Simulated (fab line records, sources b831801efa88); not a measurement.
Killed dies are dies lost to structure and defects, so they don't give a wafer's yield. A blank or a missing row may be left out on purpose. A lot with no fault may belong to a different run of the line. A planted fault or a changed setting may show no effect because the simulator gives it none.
Which tool did it? + flow gf180mcu + 14 lots with 42 wafers sampled at 4 steps, on a route of 602 steps

WHAT THE GAUGES READ, wafer by wafer
GF_TOP_METAL_OVL_MEAS_15. Usual: TOP_METAL_OVL 1.0 nm, standard deviation 1.4.
| lot  | measured     | on         | TOP_METAL_OVL (nm) | flag |
|------|--------------|------------|--------------------|------|
| L207 | day 28 07:12 | overlay-02 | 2.4 4.4 1.9        |      |
| L208 | day 28 10:16 | overlay-01 | 1.3 1.6 0.5        |      |
| L210 | day 29 03:55 | overlay-02 | 1.1 -1.2 -1.0      |      |
| L211 | day 29 12:38 | overlay-02 | -2.0 1.1 0.4       |      |
| L213 | day 30 05:05 | overlay-01 | -0.2 1.1 0.2       |      |
| L215 | day 30 19:09 | overlay-02 | 2.9 1.0 0.2        |      |
| L216 | day 30 23:24 | overlay-02 | 1.2 4.5 2.2        |      |
| L222 | day 32 16:13 | overlay-01 | 1.6 2.9 2.0        |      |
| L224 | day 33 02:14 | overlay-02 | -0.4 1.2 2.1       |      |
| L225 | day 33 08:53 | overlay-02 | 1.5 -0.7 3.1       |      |
| L226 | day 33 13:23 | overlay-02 | 0.5 0.5 0.5        |      |
| L228 | day 33 23:41 | overlay-02 | 2.5 0.9 1.3        |      |
| L229 | day 34 07:14 | overlay-02 | 3.0 0.3 2.1        |      |
| L230 | day 34 08:13 | overlay-01 | 0.1 -0.2 0.6       |      |

TOOL THAT RAN EACH LOT (tool first, then ch and the chambers of the sampled wafers, then the start)
| lot  | GF_CONTACT_CVD_02               | GF_TOP_METAL_SPUTTER_00      | GF_TOP_METAL_SPUTTER_04      |
|------|---------------------------------|------------------------------|------------------------------|
| L207 | pecvd-04 ch 0,2, day 15 08:43   | pvd sputter-04, day 27 11:08 | pvd sputter-04, day 27 11:20 |
| L208 | pecvd-03 ch 0,1,2, day 15 12:14 | pvd sputter-02, day 27 13:47 | pvd sputter-02, day 27 13:59 |
| L210 | pecvd-03 ch 0,1,2, day 16 07:14 | pvd sputter-04, day 28 08:07 | pvd sputter-04, day 28 08:19 |
| L211 | pecvd-03 ch 0,1, day 16 17:04   | pvd sputter-03, day 28 16:24 | pvd sputter-03, day 28 16:35 |
| L213 | pecvd-02 ch 0,1,2, day 17 10:53 | pvd sputter-04, day 29 09:21 | pvd sputter-04, day 29 09:32 |
| L215 | pecvd-03 ch 0,1, day 18 06:35   | pvd sputter-02, day 29 23:41 | pvd sputter-02, day 29 23:53 |
| L216 | pecvd-03 ch 0,1, day 18 11:26   | pvd sputter-04, day 30 05:17 | pvd sputter-04, day 30 05:28 |
| L222 | pecvd-02 ch 0,1,2, day 20 18:19 | pvd sputter-04, day 31 22:51 | pvd sputter-04, day 31 23:02 |
| L224 | pecvd-04 ch 1,2, day 21 07:18   | pvd sputter-02, day 32 09:31 | pvd sputter-02, day 32 09:42 |
| L225 | pecvd-03 ch 1,2, day 21 18:13   | pvd sputter-02, day 32 16:38 | pvd sputter-02, day 32 16:49 |
| L226 | pecvd-04 ch 0,1, day 22 00:31   | pvd sputter-03, day 32 21:21 | pvd sputter-03, day 32 21:32 |
| L228 | pecvd-03 ch 0,2, day 22 16:36   | pvd sputter-02, day 33 07:39 | pvd sputter-02, day 33 07:50 |
| L229 | pecvd-04 ch 1,2, day 23 02:46   | pvd sputter-03, day 33 15:10 | pvd sputter-03, day 33 15:23 |
| L230 | pecvd-04 ch 0,2, day 23 07:59   | pvd sputter-04, day 33 16:55 | pvd sputter-04, day 33 17:06 |
- GF_CONTACT_CVD_02: deposits SiO2 from TEOS, target thk 860 nm, time 95.992 s.
- GF_TOP_METAL_SPUTTER_00: material Ti, target thk 37.5 nm, time 150 s.
- GF_TOP_METAL_SPUTTER_04: material TiN, target thk 25 nm, time 20.8 s.

AS READ BY THE TOOLS THEMSELVES (means over the sampled wafers that have a number; for cases with no such wafer, the mark the record gives instead)
GF_CONTACT_CVD_02. Usual: 631 W for heater power w, sd 120.
| lot  | tool     | heater power w (W) | flag |
|------|----------|--------------------|------|
| L207 | pecvd-04 | 560                |      |
| L208 | pecvd-03 | 688                |      |
| L210 | pecvd-03 | 654                |      |
| L211 | pecvd-03 | 731                |      |
| L213 | pecvd-02 | 704                |      |
| L215 | pecvd-03 | 767                |      |
| L216 | pecvd-03 | 739                |      |
| L222 | pecvd-02 | 711                |      |
| L224 | pecvd-04 | 555                |      |
| L225 | pecvd-03 | 565                |      |
| L226 | pecvd-04 | 536                |      |
| L228 | pecvd-03 | 565                |      |
| L229 | pecvd-04 | 572                |      |
| L230 | pecvd-04 | 563                |      |

GF_TOP_METAL_SPUTTER_00. Usual: cathode dc power W 4000.0 W, standard deviation 0.71; chamber pressure pa 1.999 Pa, standard deviation 0.0042; throttle valve pct 30.2 %, standard deviation 1.1.
| lot  | tool           | cathode dc power W (W) | chamber pressure pa (Pa) | throttle valve pct (%) | flag |
|------|----------------|------------------------|--------------------------|------------------------|------|
| L207 | pvd sputter-04 | 4000.0                 | 2.003                    | 29.9                   |      |
| L208 | pvd sputter-02 | 3999.9                 | 1.996                    | 30.4                   |      |
| L210 | pvd sputter-04 | 3999.9                 | 1.998                    | 29.7                   |      |
| L211 | pvd sputter-03 | 3999.8                 | 1.997                    | 28.9                   |      |
| L213 | pvd sputter-04 | 3999.0                 | 1.998                    | 29.4                   |      |
| L215 | pvd sputter-02 | 4000.4                 | 2.003                    | 30.3                   |      |
| L216 | pvd sputter-04 | 4000.1                 | 1.994                    | 30.0                   |      |
| L222 | pvd sputter-04 | 3999.7                 | 2.003                    | 29.7                   |      |
| L224 | pvd sputter-02 | 3999.8                 | 1.995                    | 30.7                   |      |
| L225 | pvd sputter-02 | 4000.2                 | 2.000                    | 31.1                   |      |
| L226 | pvd sputter-03 | 3999.8                 | 2.004                    | 30.3                   |      |
| L228 | pvd sputter-02 | 3999.6                 | 1.999                    | 30.7                   |      |
| L229 | pvd sputter-03 | 4000.1                 | 2.000                    | 30.4                   |      |
| L230 | pvd sputter-04 | 4000.2                 | 2.000                    | 30.5                   |      |

GF_TOP_METAL_SPUTTER_04. Usual: cathode dc power W 6500.0 W, standard deviation 1.1; chamber pressure pa 0.4001 Pa, standard deviation 0.001; throttle valve pct 30.2 %, standard deviation 1.1.
| lot  | tool           | cathode dc power W (W) | chamber pressure pa (Pa) | throttle valve pct (%) | flag |
|------|----------------|------------------------|--------------------------|------------------------|------|
| L207 | pvd sputter-04 | 6500.2                 | 0.3988                   | 30.0                   |      |
| L208 | pvd sputter-02 | 6500.3                 | 0.4002                   | 30.4                   |      |
| L210 | pvd sputter-04 | 6500.1                 | 0.3996                   | 29.5                   |      |
| L211 | pvd sputter-03 | 6500.4                 | 0.4028                   | 28.9                   |      |
| L213 | pvd sputter-04 | 6499.9                 | 0.4006                   | 29.6                   |      |
| L215 | pvd sputter-02 | 6499.6                 | 0.3997                   | 30.1                   |      |
| L216 | pvd sputter-04 | 6499.8                 | 0.4001                   | 30.0                   |      |
| L222 | pvd sputter-04 | 6500.8                 | 0.3992                   | 29.9                   |      |
| L224 | pvd sputter-02 | 6499.2                 | 0.4004                   | 30.7                   |      |
| L225 | pvd sputter-02 | 6499.9                 | 0.4003                   | 30.9                   |      |
| L226 | pvd sputter-03 | 6501.1                 | 0.3991                   | 30.3                   |      |
| L228 | pvd sputter-02 | 6500.8                 | 0.3994                   | 30.5                   |      |
| L229 | pvd sputter-03 | 6500.8                 | 0.3992                   | 30.6                   |      |
| L230 | pvd sputter-04 | 6499.9                 | 0.4001                   | 30.5                   |      |

THE ANSWER, worked out from the rows above alone
Rule: a lot counts as off when the mean over its wafers that have a number is more than 3 standard deviations away from the usual mean. Also off: a lot with no number at a reading for which 4 or more lots have one. The other lots that the step has rows for count as sound. After the gauges, taken in route order, come the tools' own readings; for these a lot's mean is taken, as printed above. The first step at which some lot is off is used, and at that step the reading that is off furthest; a lot without a number counts as furthest.
None of the lots is off at any reading shown; this tells nothing.

WHAT THE SIMULATOR PUT IN
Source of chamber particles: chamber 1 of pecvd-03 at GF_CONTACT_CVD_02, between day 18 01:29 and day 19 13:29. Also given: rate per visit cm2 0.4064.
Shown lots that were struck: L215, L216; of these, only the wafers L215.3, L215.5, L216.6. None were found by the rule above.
